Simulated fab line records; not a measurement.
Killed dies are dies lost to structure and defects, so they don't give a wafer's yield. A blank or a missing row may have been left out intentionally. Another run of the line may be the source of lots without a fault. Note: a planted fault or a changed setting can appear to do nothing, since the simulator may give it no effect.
Commonality check across tools || flow gf180mcu || 42 wafers sampled across 12 lots

== WHY THIS WAS OPENED ==
Flagged at GF_V4_CD_MEAS_14: reading cd-nm, on 2 of 12 lots. Fault-free wafers read 259.6 nm, with a standard deviation of 1.3.
Rule: a lot is flagged in two cases, either no wafer of it has a number, or all its wafers with numbers fall more than 4 standard deviations from that mean. All remaining lots are regarded as sound.

{"lot": "L598", "measured": "day 24 12:56", "on": "cd-sem-01", "cd-nm (nm), wafer by wafer": "261.7 261.3 260.5", "flag": ""}
{"lot": "L601", "measured": "day 25 10:53", "on": "cd-sem-01", "cd-nm (nm), wafer by wafer": "258.2 258.7 258.0", "flag": ""}
{"lot": "L602", "measured": "day 26 00:51", "on": "cd-sem-02", "cd-nm (nm), wafer by wafer": "261.0 258.6 260.9", "flag": ""}
{"lot": "L603", "measured": "day 26 02:33", "on": "cd-sem-02", "cd-nm (nm), wafer by wafer": "258.9 259.7 259.5", "flag": ""}
{"lot": "L604", "measured": "day 26 13:09", "on": "cd-sem-01", "cd-nm (nm), wafer by wafer": "259.8 258.7 259.4", "flag": ""}
{"lot": "L606", "measured": "day 26 22:52", "on": "cd-sem-02", "cd-nm (nm), wafer by wafer": "259.8 258.9 259.7", "flag": ""}
{"lot": "L608", "measured": "day 27 22:19", "on": "cd-sem-01", "cd-nm (nm), wafer by wafer": "259.4 259.7 258.3", "flag": ""}
{"lot": "L609", "measured": "day 28 04:30", "on": "cd-sem-01", "cd-nm (nm), wafer by wafer": "261.7 262.2 261.3", "flag": ""}
{"lot": "L616", "measured": "day 30 04:18", "on": "cd-sem-02", "cd-nm (nm), wafer by wafer": "239.9 240.5 239.0 240.4 240.6 239.1", "flag": "FLAGGED"}
{"lot": "L619", "measured": "day 30 20:52", "on": "cd-sem-02", "cd-nm (nm), wafer by wafer": "245.3 246.0 244.9 245.4 246.1 244.3", "flag": "FLAGGED"}
{"lot": "L620", "measured": "day 31 02:18", "on": "cd-sem-01", "cd-nm (nm), wafer by wafer": "258.2 257.5 257.7", "flag": ""}
{"lot": "L621", "measured": "day 31 11:42", "on": "cd-sem-01", "cd-nm (nm), wafer by wafer": "261.5 260.3 261.7", "flag": ""}
Average over the flagged lots: 242.6 nm; offset from the usual -17.0 nm, equal to -13 standard deviations.

== WHICH TOOL EACH LOT WENT THROUGH ==
Before the reading, the record contains 2 process steps out of a 602-step route. Read each cell as the tool, then ch plus the chambers that the sampled wafers visited, then the start.
{"lot": "L598", "flag": "", "GF_M4_SPUTTER_03": "pvd-sputter-03, day 22 14:51", "GF_V4_EXPOSE_11": "krf-scanner-01 ch 0, day 24 02:13"}
{"lot": "L601", "flag": "", "GF_M4_SPUTTER_03": "pvd-sputter-02, day 23 14:20", "GF_V4_EXPOSE_11": "krf-scanner-02 ch 0, day 25 00:50"}
{"lot": "L602", "flag": "", "GF_M4_SPUTTER_03": "pvd-sputter-04, day 24 04:17", "GF_V4_EXPOSE_11": "krf-scanner-02 ch 0, day 25 14:29"}
{"lot": "L603", "flag": "", "GF_M4_SPUTTER_03": "pvd-sputter-04, day 24 06:29", "GF_V4_EXPOSE_11": "krf-scanner-01 ch 0, day 25 16:16"}
{"lot": "L604", "flag": "", "GF_M4_SPUTTER_03": "pvd-sputter-04, day 24 17:26", "GF_V4_EXPOSE_11": "krf-scanner-01 ch 0, day 26 03:07"}
{"lot": "L606", "flag": "", "GF_M4_SPUTTER_03": "pvd-sputter-03, day 25 03:59", "GF_V4_EXPOSE_11": "krf-scanner-01 ch 0, day 26 12:35"}
{"lot": "L608", "flag": "", "GF_M4_SPUTTER_03": "pvd-sputter-04, day 26 03:34", "GF_V4_EXPOSE_11": "krf-scanner-01 ch 0, day 27 11:59"}
{"lot": "L609", "flag": "", "GF_M4_SPUTTER_03": "pvd-sputter-02, day 26 10:11", "GF_V4_EXPOSE_11": "krf-scanner-01 ch 0, day 27 18:11"}
{"lot": "L616", "flag": "FLAGGED", "GF_M4_SPUTTER_03": "pvd-sputter-03, day 28 12:14", "GF_V4_EXPOSE_11": "krf-scanner-01 ch 0, day 29 18:45"}
{"lot": "L619", "flag": "FLAGGED", "GF_M4_SPUTTER_03": "pvd-sputter-02, day 29 05:55", "GF_V4_EXPOSE_11": "krf-scanner-01 ch 0, day 30 11:55"}
{"lot": "L620", "flag": "", "GF_M4_SPUTTER_03": "pvd-sputter-03, day 29 12:55", "GF_V4_EXPOSE_11": "krf-scanner-02 ch 0, day 30 17:38"}
{"lot": "L621", "flag": "", "GF_M4_SPUTTER_03": "pvd-sputter-03, day 29 22:59", "GF_V4_EXPOSE_11": "krf-scanner-02 ch 0, day 31 03:17"}
What these steps do:
- GF_M4_SPUTTER_03: material Ti, target thk 10 nm, time 6.7 s.
- GF_V4_EXPOSE_11: exposes mask Via4, target cd 260 nm.
- GF_V4_CD_MEAS_14: target cd 260 nm.

== FLAGGED OVER TOTAL, TOOL BY TOOL (the gauges that took the reading come last) ==
{"step": "GF_M4_SPUTTER_03", "tool": "pvd-sputter-02", "lots run": 3, "flagged": 1, "share of the flagged lots": "some", "sound lots run after its first flagged lot": 0}
{"step": "GF_M4_SPUTTER_03", "tool": "pvd-sputter-03", "lots run": 5, "flagged": 1, "share of the flagged lots": "some", "sound lots run after its first flagged lot": "2 (L620,L621)"}
{"step": "GF_M4_SPUTTER_03", "tool": "pvd-sputter-04", "lots run": 4, "flagged": 0, "share of the flagged lots": "none", "sound lots run after its first flagged lot": "-"}
{"step": "GF_V4_EXPOSE_11", "tool": "krf-scanner-01", "lots run": 8, "flagged": 2, "share of the flagged lots": "all", "sound lots run after its first flagged lot": 0}
{"step": "GF_V4_EXPOSE_11", "tool": "krf-scanner-02", "lots run": 4, "flagged": 0, "share of the flagged lots": "none", "sound lots run after its first flagged lot": "-"}
{"step": "GF_V4_CD_MEAS_14", "tool": "cd-sem-01", "lots run": 7, "flagged": 0, "share of the flagged lots": "none", "sound lots run after its first flagged lot": "-"}
{"step": "GF_V4_CD_MEAS_14", "tool": "cd-sem-02", "lots run": 5, "flagged": 2, "share of the flagged lots": "all", "sound lots run after its first flagged lot": 0}

== WHAT IS ALLOWED BY THE TABLE ==
Table rows that saw every flagged lot: 2, namely krf-scanner-01 at GF_V4_EXPOSE_11 and cd-sem-02 at GF_V4_CD_MEAS_14.
- krf-scanner-01 at GF_V4_EXPOSE_11: 2 of its 8 lots flagged. Last sound lot L609 at day 27 18:11, first flagged lot L616 at day 29 18:45; a fault beginning in between fits. Its own readings (exposure-dose-mJ-cm2) fall more than 4 standard deviations out on all wafers of the flagged lots.
- cd-sem-02 at GF_V4_CD_MEAS_14: 2 of its 5 lots flagged. Last sound lot L606 at day 26 22:52, first flagged lot L616 at day 30 04:18; a fault beginning in between fits.
Because each of these 2 tools fits a fault that began at some hour, counting lots does not separate them. More lots, or a look at what each step does to the wafer, might.

== WHAT THE SIMULATOR HAD PUT IN ==
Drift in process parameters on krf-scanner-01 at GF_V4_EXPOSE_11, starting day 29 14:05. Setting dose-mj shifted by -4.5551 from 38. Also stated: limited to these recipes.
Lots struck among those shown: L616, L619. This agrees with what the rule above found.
